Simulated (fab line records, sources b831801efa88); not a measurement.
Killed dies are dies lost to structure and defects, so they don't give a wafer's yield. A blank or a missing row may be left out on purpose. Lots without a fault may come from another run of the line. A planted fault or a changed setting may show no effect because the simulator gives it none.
Problem report in the 8D (eight disciplines) form, filled by code | flow sfq_line | the parts of the form that need people (team, actions taken, sign-off) are left out

1. THE PROBLEM
heater_power_total_W at SFQ_TRILAYER_L0_LITHO_PEB_008 reads a mean of 80.23 W on 4 wafers of 3 lots; wafers without a fault read 79.15 W with a standard deviation of 0.063. That is +17 standard deviations from the usual mean.
The step: peb time 60 s.
First seen on wafer L122.2, day 5 15:11, on litho_track-02. The record holds 40 wafers of 14 lots with a number at this step. Rule for "out", or "out of limits": more than 4 standard deviations from the usual mean. The other wafers with a number count as sound.

2. WHAT IT IS AND WHAT IT IS NOT
question                    | is                             | is not
which readings at this step | heater_power_total_W           | chill_plate_temp_C
which lots                  | L122, L123, L126               | L111, L112, L113, L114, L115, L116, L117, L128, L130, L132, L133
which wafers of those lots  | L122.2, L122.3, L123.2, L126.2 | L122.4, L123.5, L126.5
read on which tools         | litho_track-02                 | litho_track-01, litho_track-04
when                        | from day 5 15:11               | up to then (22 sound wafers); but 14 sound wafers of L123, L126, L128, L130, L132, L133 came after

3. SUSPECTS, AND WHAT RULES EACH OUT
Counting: a tool at a process step up to the reading stays a suspect if it ran every lot that is out. Sound lots after the first of them don't rule it out here, since some wafers of a struck lot are sound.
- litho_track-02 at SFQ_TRILAYER_L0_LITHO_PEB_008 (peb time 60 s): kept. It ran every lot that is out, first L122 (day 5 15:11); its last sound lot up to then is L117 (day 4 12:47). Its own readings are out on those wafers: heater_power_total_W.
Left after counting: litho_track-02 at SFQ_TRILAYER_L0_LITHO_PEB_008.

4. THE CAUSE (what the simulator had put in)
Process parameter drift: litho_track-02, from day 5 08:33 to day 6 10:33, at SFQ_TRILAYER_L0_LITHO_PEB_008. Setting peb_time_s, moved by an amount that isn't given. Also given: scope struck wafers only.
Counting left only this tool.

5. THE CHAIN OF EFFECTS, in route order
Each row: a reading whose mean over the struck wafers that have a number lies more than 3 standard deviations from the usual. Only readings for which the record gives a usual standard deviation are gone through. hours: the time from each lot's start at the first step in this table that gives one to its start at this step, as a median over the lots. sigmas: the change in usual standard deviations.
hours | step                          | reading              | usual   | on struck wafers | change | sigmas
0     | SFQ_TRILAYER_L0_LITHO_PEB_008 | heater_power_total_W | 79.15 W | 80.23            | +1.08  | +17
The process steps in it:
- SFQ_TRILAYER_L0_LITHO_PEB_008: peb time 60 s.
Later measuring or inspecting steps at which every struck wafer that the step has a row for has a number for every such reading, and none has moved that far: SFQ_I1_OVL_MEAS_913.

6. WHAT WOULD HAVE CAUGHT IT SOONER
In this record the first reading out of limits was taken at day 5 15:11, 7 hours after the fault began at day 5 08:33.
